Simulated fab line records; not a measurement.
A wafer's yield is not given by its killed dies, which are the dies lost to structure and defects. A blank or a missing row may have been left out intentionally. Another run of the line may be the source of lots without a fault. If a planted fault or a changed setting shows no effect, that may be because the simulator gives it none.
fab line records    flow sfqLine
[record] lots = 14  wafers = 42  lastDay = 97
route steps=325 shown L0V@17 M3@119 R5@213
lots untouched by any fault: they come from a run of this same line in which no faults occurred
startH: the number of hours between the record's first day and the start of the first shown wafer of the lot    waitH: hours from the lot's prior step to this one    " unchanged from the row above    L1.1+2: a single row standing in for several wafers    - no value, or no start given    * or withheld: withheld    < > ~ a bound
route shown NAME@n: a module of which the file shows steps, and the number in the route of the first    usual: average and standard deviation across the fault-free wafers    same: alike in all rows    chamber/n: place in a boat    sites: the reading at each site    _std_site: how widely they spread, as a standard deviation    _edge_site: mean of outer sites minus mean of inner sites    radiusMm: how far each site lies from the wafer's centre    mask NAME#n: copy n    behind: the last tool/chamber to shape the wafer    hold: reason for holding the lot/hours on hold/outcome of the hold    device: names the non-switching transistor (n, p or np)    end of line: at the end of the route, the tests of the same wafers    a step with no rows: only its recipe    killed: the dies lost at the first sort to structure and to defects; this is not the yield of the wafer    map: a wafer's dies, marking killed ones x, the rest . and places with no die _
set.NAME: setting as actually run; set.NAME@STEP: the setting as run at that earlier step    model.NAME: the simulator's own value behind a step, which no gauge read
steps of the route over a sample of lots; a table a step, a row a wafer
services: a tool's chamber out of use, with start hour (startH, from the record's first day; less than 0 if before it), hours out, and reason
[[steps]]
[step SFQ_TRILAYER_L0_VIA_LITHO_COAT_018]
[recipe] resist = BARC  spinRpm = 3000  resistThkNm = 62
lot.wafer   tool           chamber  startH  waitH
L306.1+2+5  lithoTrack-04  0        87.81   0.0
L307.1+2+5  lithoTrack-03  0        90.92   0.0
L309.2+3+6  lithoTrack-02  0        103.46  0.1
L310.3+4+6  lithoTrack-02  0        107.11  0.1
L311.1+4+5  lithoTrack-03  0        117.92  0.1
L313.3+4+6  lithoTrack-02  0        150.72  0.1
L314.3+4+5  lithoTrack-04  0        158.34  0.4
L315.1+2+3  lithoTrack-03  0        162.78  0.0
L317.3+4+5  lithoTrack-03  0        170.05  0.1
L323.3+4+5  lithoTrack-02  0        209.69  0.2
L324.1+3+4  lithoTrack-02  0        213.31  0.2
L326.3+4+5  lithoTrack-04  0        226.62  0.1
L327.2+3+4  lithoTrack-04  0        230.12  0.1
L328.1+5+6  lithoTrack-04  0        234.89  0.0
[step SFQ_TRILAYER_L0_VIA_BARC_OPEN_VIA_ETCH_021]
[recipe] maskMaterial = PR  chemistry = O2  targetDepthNm = 125  target = BARC  sourceW = 500  biasW = 80  pressureMtorr = 30  timeS = 41.7
[usual] drypumpMotorCurrentA = 5.7/0.63  oesProductAu = 0.684/0.0043
lot.wafer  tool        chamber  startH  waitH  drypumpMotorCurrentA  oesProductAu  rfHoursCounterH
L306.1     rieDiel-03  3        196.68  0.0    4.8                   0.680         116
L306.2     "           1        "       "      6.4                   0.686         5
L306.5     "           1        "       "      6.4                   0.685         -
L307.1     rieDiel-03  2        199.08  0.0    6.4                   0.693         145
L307.2     "           3        "       "      4.8                   0.691         116
L307.5     "           0        "       "      5.6                   0.690         -
L309.2     rieDiel-02  0        213.48  0.0    6.0                   0.682         123
L309.3     "           2        "       "      5.7                   0.679         64
L309.6     "           0        "       "      6.0                   0.681         -
L310.3     rieDiel-04  1        218.40  0.0    5.4                   0.679         4
L310.4     "           3        "       "      4.7                   0.683         16
L310.6     "           2        "       "      6.4                   0.689         -
L311.1     rieDiel-04  2        230.40  0.0    6.4                   0.686         43
L311.4     "           0        "       "      5.7                   0.686         107
L311.5     "           0        "       "      5.6                   0.683         -
L313.3     rieDiel-04  1        253.20  0.0    5.4                   0.685         4
L313.4     "           2        "       "      6.4                   0.683         43
L313.6     "           2        "       "      6.4                   0.688         -
L314.3     rieDiel-03  2        264.17  0.0    6.4                   0.691         0
L314.4     "           3        "       "      4.8                   0.688         117
L314.5     "           2        "       "      6.4                   0.678         -
L315.1     rieDiel-04  1        267.77  0.0    5.4                   0.678         5
L315.2     "           0        "       "      5.7                   0.684         108
L315.3     "           3        "       "      4.7                   0.688         17
L317.3     rieDiel-03  0        277.37  0.0    5.6                   0.687         9
L317.4     "           3        "       "      4.8                   0.689         117
L317.5     "           3        "       "      4.8                   0.689         -
L323.3     rieDiel-03  3        327.48  0.0    4.8                   0.704         118
L323.4     "           2        "       "      6.4                   0.707         1
L323.5     "           3        "       "      4.8                   0.694         -
L324.1     rieDiel-04  1        331.08  0.0    5.4                   0.700         5
L324.3     "           0        "       "      5.7                   0.694         109
L324.4     "           2        "       "      6.4                   0.705         44
L326.3     rieDiel-03  1        344.28  0.0    6.4                   0.681         7
L326.4     "           1        "       "      6.4                   0.679         -
L326.5     "           0        "       "      5.7                   0.681         -
L327.2     rieDiel-04  2        347.88  0.0    6.4                   0.680         44
L327.3     "           3        "       "      4.7                   0.684         18
L327.4     "           1        "       "      5.3                   0.683         6
L328.1     rieDiel-04  2        353.88  0.0    6.4                   0.682         44
L328.5     "           0        "       "      5.7                   0.683         -
L328.6     "           1        "       "      5.4                   0.690         -
[step SFQ_TRILAYER_M3_DEP_SPUTTER_073]
[recipe] material = Nb  basePressurePa = 1.33e-06  chamberPressurePa = 0.1333  substrateTempC = 20  resputterCathodeVoltageV = 400  targetThkNm = 200  powerW = 2000  timeS = 135.6
[usual] throttleValvePct = 29.9/1.1
lot.wafer  tool           chamber  startH   waitH  throttleValvePct
L306.1     pvdSputter-06  -        935.34   0.0    31.6
L306.2     "              -        "        "      28.6
L306.5     "              -        "        "      31.3
L307.1     pvdSputter-05  -        936.79   0.0    30.3
L307.2     "              -        "        "      31.3
L307.5     "              -        "        "      31.4
L309.2     pvdSputter-05  -        963.24   0.0    30.8
L309.3     "              -        "        "      29.3
L309.6     "              -        "        "      30.6
L310.3     pvdSputter-03  -        991.50   0.0    31.1
L310.4     "              -        "        "      28.3
L310.6     "              -        "        "      29.7
L311.1     pvdSputter-05  -        999.21   0.0    30.4
L311.4     "              -        "        "      29.4
L311.5     "              -        "        "      29.6
L313.3     pvdSputter-06  -        1029.81  0.0    31.3
L313.4     "              -        "        "      28.1
L313.6     "              -        "        "      28.1
L314.3     pvdSputter-03  -        1038.83  0.0    29.9
L314.4     "              -        "        "      29.6
L314.5     "              -        "        "      29.9
L315.1     pvdSputter-03  -        1043.03  0.0    31.0
L315.2     "              -        "        "      29.5
L315.3     "              -        "        "      28.2
L317.3     pvdSputter-03  -        1060.44  0.0    28.4
L317.4     "              -        "        "      29.6
L317.5     "              -        "        "      29.8
L323.3     pvdSputter-03  -        1272.39  0.0    28.2
L323.4     "              -        "        "      29.7
L323.5     "              -        "        "      28.2
L324.1     pvdSputter-05  -        1274.92  0.0    31.1
L324.3     "              -        "        "      29.8
L324.4     "              -        "        "      30.2
L326.3     pvdSputter-06  -        1282.12  0.0    28.3
L326.4     "              -        "        "      28.5
L326.5     "              -        "        "      28.9
L327.2     pvdSputter-05  -        1294.12  0.0    29.7
L327.3     "              -        "        "      30.4
L327.4     "              -        "        "      31.3
L328.1     pvdSputter-06  -        1305.91  0.0    31.4
L328.5     "              -        "        "      28.7
L328.6     "              -        "        "      31.3
[step SFQ_TRILAYER_R5_DEP_SPUTTER_133]
[recipe] material = MoNx  basePressurePa = 1.33e-06  targetThkNm = 40  powerW = 1000  timeS = 66.7  chamberPressurePa = 0.4
[usual] throttleValvePct = 29.3/1.1
lot.wafer  tool           chamber  startH   waitH  throttleValvePct
L306.1     pvdSputter-03  -        1676.31  0.0    28.3
L306.2     "              -        "        "      29.8
L306.5     "              -        "        "      28.4
L307.1     pvdSputter-04  -        1686.63  0.0    29.3
L307.2     "              -        "        "      28.1
L307.5     "              -        "        "      29.0
L309.2     pvdSputter-06  -        1692.63  0.0    28.7
L309.3     "              -        "        "      28.6
L309.6     "              -        "        "      28.8
L310.3     pvdSputter-04  -        1698.63  0.0    30.2
L310.4     "              -        "        "      29.1
L310.6     "              -        "        "      29.6
L311.1     pvdSputter-06  -        1706.40  0.0    28.5
L311.4     "              -        "        "      31.5
L311.5     "              -        "        "      28.5
L313.3     pvdSputter-06  -        1737.22  0.0    28.8
L313.4     "              -        "        "      28.3
L313.6     "              -        "        "      28.4
L314.3     pvdSputter-04  -        1744.68  0.0    29.1
L314.4     "              -        "        "      30.5
L314.5     "              -        "        "      30.3
L315.1     pvdSputter-03  -        1750.68  0.0    29.7
L315.2     "              -        "        "      30.2
L315.3     "              -        "        "      28.4
L317.3     pvdSputter-06  -        1781.68  0.0    28.3
L317.4     "              -        "        "      31.2
L317.5     "              -        "        "      28.2
L323.3     pvdSputter-06  -        1825.74  0.0    28.4
L323.4     "              -        "        "      28.1
L323.5     "              -        "        "      31.4
L324.1     pvdSputter-04  -        1830.54  0.0    28.1
L324.3     "              -        "        "      30.4
L324.4     "              -        "        "      29.4
L326.3     pvdSputter-04  -        1834.14  0.0    28.3
L326.4     "              -        "        "      28.9
L326.5     "              -        "        "      30.2
L327.2     pvdSputter-06  -        1837.92  0.0    28.8
L327.3     "              -        "        "      28.1
L327.4     "              -        "        "      31.4
L328.1     pvdSputter-04  -        1838.94  0.0    28.2
L328.5     "              -        "        "      30.6
L328.6     "              -        "        "      28.9
[step SFQ_R5_THK_MEAS_934]
[recipe] thkMeasGauge = xrf  reads = MoNx_of_TRILAYER_R5_DEP_SPUTTER_133
[usual] R5_MONX_THK = 40.0/0.42
lot.wafer  tool          chamber  startH   waitH  R5_MONX_THK[nm]
L306.1     filmMetro-02  -        1676.50  0.1    40.2
L306.2     "             -        "        "      40.2
L306.5     "             -        "        "      40.2
L307.1     filmMetro-02  -        1686.82  0.1    40.3
L307.2     "             -        "        "      39.8
L307.5     "             -        "        "      40.0
L309.2     filmMetro-02  -        1692.83  0.1    40.2
L309.3     "             -        "        "      39.5
L309.6     "             -        "        "      39.7
L310.3     filmMetro-01  -        1698.84  0.1    40.1
L310.4     "             -        "        "      40.0
L310.6     "             -        "        "      39.8
L311.1     filmMetro-04  -        1706.60  0.1    39.1
L311.4     "             -        "        "      39.9
L311.5     "             -        "        "      39.5
L313.3     filmMetro-02  -        1737.43  0.1    40.5
L313.4     "             -        "        "      40.4
L313.6     "             -        "        "      40.0
L314.3     filmMetro-01  -        1744.90  0.1    39.8
L314.4     "             -        "        "      40.1
L314.5     "             -        "        "      40.2
L315.1     filmMetro-02  -        1750.88  0.1    39.8
L315.2     "             -        "        "      39.8
L315.3     "             -        "        "      39.7
L317.3     filmMetro-02  -        1781.90  0.1    40.6
L317.4     "             -        "        "      40.3
L317.5     "             -        "        "      40.6
L323.3     filmMetro-01  -        1825.95  0.1    39.5
L323.4     "             -        "        "      39.9
L323.5     "             -        "        "      39.9
L324.1     filmMetro-02  -        1830.73  0.1    39.2
L324.3     "             -        "        "      39.5
L324.4     "             -        "        "      39.7
L326.3     filmMetro-01  -        1834.35  0.1    38.8
L326.4     "             -        "        "      39.3
L326.5     "             -        "        "      39.4
L327.2     filmMetro-01  -        1838.12  0.1    40.3
L327.3     "             -        "        "      40.6
L327.4     "             -        "        "      40.0
L328.1     filmMetro-02  -        1839.13  0.1    39.3
L328.5     "             -        "        "      39.7
L328.6     "             -        "        "      39.4
[[services]]
tool           chamber  startH   hours  kind
pvdSputter-06  -        86.18    6.5    repair
rieDiel-04     0        118.89   12.4   repair
rieDiel-04     2        136.21   2.2    repair
rieDiel-04     -        140.62   0.6    repair
pvdSputter-03  -        152.26   1.2    repair
rieDiel-04     1        205.02   2.0    repair
rieDiel-04     -        234.90   2.8    pm
pvdSputter-03  -        238.28   2.1    repair
rieDiel-04     1        285.31   3.2    repair
pvdSputter-03  -        286.44   13.9   repair
rieDiel-04     1        312.01   8.5    repair
rieDiel-04     0        374.64   8.4    repair
rieDiel-04     3        475.62   6.6    repair
pvdSputter-03  -        484.88   6.2    repair
pvdSputter-06  -        489.07   9.6    repair
pvdSputter-06  -        512.28   4.5    repair
rieDiel-04     3        578.64   13.5   repair
pvdSputter-06  -        602.88   2.3    repair
pvdSputter-06  -        825.41   2.1    repair
pvdSputter-06  -        887.26   6.4    repair
pvdSputter-06  -        905.10   5.3    repair
pvdSputter-06  -        1148.73  0.8    repair
pvdSputter-06  -        1414.04  4.6    repair
pvdSputter-06  -        1639.87  2.4    repair
[[key]]
[firstSign] step = SFQ_TRILAYER_L0_VIA_BARC_OPEN_VIA_ETCH_021  reading = oesProductAu  direction = up  sigmas = 3.8  usual = 0.684  struck = 0.701
effect none on later readings
metAt SFQ_TRILAYER_L0_VIA_LITHO_COAT_018
struckLots L323,L324
notActingAt SFQ_TRILAYER_M3_DEP_SPUTTER_073,SFQ_TRILAYER_R5_DEP_SPUTTER_133,SFQ_R5_THK_MEAS_934
onsetBetween 150.72 209.69
[fault] kind = processParameterDrift  tool = lithoTrack-02  chamber = -  onsetH = 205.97  steps = SFQ_TRILAYER_L0_VIA_LITHO_COAT_018  channel = resistThkNm  offset = 3.5062  shape = step  endH = 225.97  actsIn = theseRecipesOnly  stated = 62
